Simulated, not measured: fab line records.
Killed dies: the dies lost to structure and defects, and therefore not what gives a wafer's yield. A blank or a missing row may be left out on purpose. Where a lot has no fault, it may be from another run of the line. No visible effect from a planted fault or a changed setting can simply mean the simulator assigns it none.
Struck lot and sound lot, side by side || flow sky130 || 43 steps out of a route of 708
Sound: wafers L253.3, L253.5, L253.6. Struck: wafers L267.3, L267.4, L267.6. Last of all comes the cause.
Per side, at each step with rows, come the tool, then ch with its chambers, and then its first start. Under that, the readings that differ: sound wafers || struck wafers || difference of the means || sigmas: that difference in standard deviations of wafers without a fault.
alike: readings whose means differ by less than 2 such deviations, and words and numbers that are the same on both sides. not compared: withheld readings, readings that some wafer has no value for, bounds like >300 that may hide the same value, and numbers for which the record gives no deviation and whose values overlap.
Wherever a step has rows on one side only, a row that says differs or no value, or a row with sigmas, the two part there. When numbers do not overlap yet have no deviation, they are printed without sigmas and do not part them. A reading missing from all wafers of one side parts the sides only when that side holds two or more wafers.

first, 8 steps without rows for these wafers: SKY_POLY_GATE_DEHYDRATE_05 (time 60 s); SKY_POLY_GATE_HMDS_06 (prime time 60 s); SKY_POLY_GATE_COAT_07 (resist thk 110 nm); SKY_POLY_GATE_COAT_08 (resist thk 450 nm); SKY_POLY_GATE_SOFTBAKE_09 (time 90 s); SKY_POLY_GATE_EXPOSE_10 (exposes mask P1M, target cd 150 nm); SKY_POLY_GATE_PEB_11; SKY_POLY_GATE_DEVELOP_12 (develop time 60 s).
SKY_POLY_GATE_CD_MEAS_13: the cd target is 150 nm.
  sound: cd sem-01 at day 18 13:56; struck: cd sem-02 at day 23 14:23
  alike: cd nm
SKY_POLY_GATE_OVL_MEAS_14:
  sound: overlay-02 at day 18 14:01; struck: overlay-02 at day 23 14:29
  alike: POLY_GATE_OVL
SKY_POLY_GATE_ETCH_15: etches BARC in N2/H2, stops on SiO2, time 118.5 s, target depth 110 nm.
  sound on rie diel-03 ch 2,3, day 18 14:03; struck on rie diel-04 ch 0,1,3, day 23 14:31
  alike: drypump motor current A, h2 flow sccm, oes product au, throttle valve pct
  not compared: rf hours counter h
SKY_POLY_GATE_ETCH_16: etches Si3N4 in CH3F/O2, stops on poly-Si, time 144.9 s, target depth 75 nm.
  sound on rie diel-03 ch 2,3, day 18 14:08; struck on rie diel-04 ch 0,1,3, day 23 14:35
  alike: drypump motor current A, oes product au, throttle valve pct
  not compared: rf hours counter h
SKY_POLY_GATE_ETCH_17: etches poly-Si in HBr/Cl2, stops on SiO2, target depth 180 nm, time 70.5 s.
  sound on rie si-02 ch 0,3, day 18 14:14; struck on rie si-02 ch 1,2,3, day 23 14:41
  alike: drypump motor current A, oes product au, throttle valve pct
  not compared: rf hours counter h
SKY_POLY_GATE_STRIP_18: strips in O2/N2.
  sound on plasma asher-02 ch 0,1, day 18 14:19; struck on plasma asher-01 ch 0,1, day 23 14:47
  alike: drypump motor current A, oes product au, strip time to endpoint s
  not compared: rf hours counter h
then, 2 steps without rows for these wafers: SKY_POLY_GATE_CLEAN_19 (cleans in SC1/SC2, time 150 s); SKY_POLY_GATE_OXIDATION_20 (stabilise 600 s, purge 300 s, target thk 4 nm).
SKY_POLY_GATE_THK_MEAS_21:
  sound: film metro-04 at day 18 16:26; struck: film metro-02 at day 23 16:10
  alike: POLY_GATE_OXIDATION_THK
SKY_POLY_GATE_CD_MEAS_22:
  sound: cd sem-01 at day 18 16:32; struck: cd sem-01 at day 23 16:16
  alike: cd nm
then, 7 steps without rows for these wafers: SKY_LDD_N_DEHYDRATE_00 (time 60 s); SKY_LDD_N_HMDS_01 (prime time 60 s); SKY_LDD_N_COAT_02 (resist thk 300 nm); SKY_LDD_N_SOFTBAKE_03 (time 60 s); SKY_LDD_N_EXPOSE_04 (exposes mask NTM, target cd 840 nm); SKY_LDD_N_PEB_05; SKY_LDD_N_DEVELOP_06 (develop time 60 s).
SKY_LDD_N_OVL_MEAS_07:
  sound: overlay-02 at day 19 23:08; struck: overlay-02 at day 24 21:38
  alike: LDD_N_OVL
then, 8 steps without rows for these wafers: SKY_LDD_N_IMPLANT_08; SKY_LDD_N_IMPLANT_09; SKY_LDD_N_IMPLANT_10; SKY_LDD_N_IMPLANT_11; SKY_LDD_N_IMPLANT_12; SKY_LDD_N_IMPLANT_13; SKY_LDD_N_IMPLANT_14; SKY_LDD_N_IMPLANT_15.
SKY_LDD_N_STRIP_16: strips in O2/N2.
  sound on plasma asher-02 ch 0,1, day 20 00:24; struck on plasma asher-03 ch 0,1, day 24 22:53
  alike: drypump motor current A, oes product au, strip time to endpoint s
  not compared: rf hours counter h
SKY_LDD_N_TW_MEAS_17:
  sound: film metro-01 at day 20 00:29; struck: film metro-02 at day 24 22:58
  alike: LDD_N_TW
then, 6 steps without rows for these wafers: SKY_LDD_P_DEHYDRATE_00 (time 60 s); SKY_LDD_P_HMDS_01 (prime time 60 s); SKY_LDD_P_COAT_02 (resist thk 1140 nm); SKY_LDD_P_SOFTBAKE_03 (time 60 s); SKY_LDD_P_EXPOSE_04 (exposes mask PSDM, target cd 380 nm); SKY_LDD_P_PEB_05.
-- the record jumps here: 25 days lie between the struck wafers' starts before and after (it left off in module LDD_P and takes up again in module PAD_OPEN, whose first step shown is number 708 of the route) --
SKY_PAD_OPEN_PROBE_99:
  rows exist in the record for the struck wafers here (prober-02, day 50 03:42), but not for the sound ones

WHERE THEY PART
Only at SKY_PAD_OPEN_PROBE_99, within this record.

WHY: the cause the simulator had injected
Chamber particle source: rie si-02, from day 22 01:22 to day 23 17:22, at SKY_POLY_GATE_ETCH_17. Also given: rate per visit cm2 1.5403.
